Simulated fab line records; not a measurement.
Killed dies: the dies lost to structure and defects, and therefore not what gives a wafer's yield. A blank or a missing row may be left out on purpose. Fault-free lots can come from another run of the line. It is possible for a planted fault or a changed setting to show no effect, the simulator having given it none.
Which tool is to blame?    flow gf180mcu    Sampling: 13 lots, 39 wafers, 2 of 602 route steps

WHAT EACH GAUGE READ, for each wafer
GF_HV_LDD_OVL_MEAS_08.
lot   measured      on          HV_LDD_OVL (nm)
L700  day 10 00:42  overlay-01  -1.6 -0.7 -0.2
L701  day 10 10:24  overlay-02  -2.8 -0.8 -2.6
L703  day 10 22:03  overlay-01  -0.7 -0.4 -0.6
L705  day 11 18:23  overlay-02  -1.3 -0.5 -1.6
L706  day 12 00:13  overlay-02  -2.1 0.2 -1.0
L708  day 13 00:49  overlay-02  0.5 0.9 0.4
L709  day 13 07:25  overlay-01  -3.0 1.2 -0.2
L712  day 13 19:41  overlay-01  -4.2 -4.0 -2.4
L717  day 15 09:59  overlay-02  -0.7 -2.5 -3.3
L718  day 15 17:55  overlay-02  -0.8 -1.9 -1.0
L719  day 16 03:52  overlay-01  -1.2 -2.5 -1.5
L722  day 16 16:41  overlay-01  0.0 -0.9 -2.0
L723  day 17 00:25  overlay-02  -2.6 -1.5 -1.6

EACH LOT AND THE TOOL THAT RAN IT (in order: tool; ch and the chambers of the sampled wafers; start)
lot   GF_POLY_GATE_ETCH_12
L700  rie-diel-02 ch 0,1,2, day 9 04:30
L701  rie-diel-03 ch 0,1,2, day 9 14:51
L703  rie-diel-04 ch 0,2,3, day 10 00:45
L705  rie-diel-03 ch 0,1,2, day 10 17:15
L706  rie-diel-02 ch 0,2,3, day 11 01:33
L708  rie-diel-02 ch 0,1,2, day 12 04:18
L709  rie-diel-02 ch 0,2,3, day 12 10:42
L712  rie-diel-03 ch 0,1, day 12 19:57
L717  rie-diel-04 ch 0,2, day 14 09:17
L718  rie-diel-03 ch 0,2,3, day 14 18:51
L719  rie-diel-04 ch 1,2,3, day 15 05:14
L722  rie-diel-03 ch 1,2,3, day 15 16:11
L723  rie-diel-04 ch 0,1, day 16 00:45
- GF_POLY_GATE_ETCH_12: etches BARC in N2/H2.

AS READ BY THE TOOLS THEMSELVES (means over the sampled wafers that have a number; for cases with no such wafer, the mark the record gives instead)
GF_POLY_GATE_ETCH_12.
lot   tool         drypump-motor-current-A (A)  oes-product-au (a.u.)  throttle-valve-pct (%)
L700  rie-diel-02  5.4                          0.730                  13.214
L701  rie-diel-03  5.7                          0.733                  13.220
L703  rie-diel-04  6.1                          0.742                  13.207
L705  rie-diel-03  5.6                          0.737                  13.214
L706  rie-diel-02  5.6                          0.736                  13.215
L708  rie-diel-02  5.4                          0.733                  13.216
L709  rie-diel-02  5.6                          0.735                  13.226
L712  rie-diel-03  5.4                          0.739                  13.213
L717  rie-diel-04  6.3                          0.737                  13.214
L718  rie-diel-03  6.2                          0.738                  13.221
L719  rie-diel-04  6.2                          0.732                  13.220
L722  rie-diel-03  5.9                          0.736                  13.203
L723  rie-diel-04  5.8                          0.734                  13.224

THE ANSWER, worked out from the rows above alone
Rule: usual is defined by the lots themselves. Put in order of their means at a reading, lots are off if they are a third of the lots or fewer, leave a main group of 4 or more, and stand apart from it by a gap of 3 or more times the standard deviation of the main group's means; of several such gaps the widest counts. Not used: any main group whose means are identical at the precision the tables above print for the reading. Also off: a lot with no number at a reading for which 4 or more lots have one. The other lots that the step has rows for count as sound. Order of review: gauges by route order, followed by the tools' own readings, for which a lot's mean as printed above is used. The first step at which some lot is off is used, and at that step the reading that is off furthest; a lot without a number counts as furthest.
None of the lots is off at any reading shown; this tells nothing.

WHAT HAD BEEN PUT IN BY THE SIMULATOR
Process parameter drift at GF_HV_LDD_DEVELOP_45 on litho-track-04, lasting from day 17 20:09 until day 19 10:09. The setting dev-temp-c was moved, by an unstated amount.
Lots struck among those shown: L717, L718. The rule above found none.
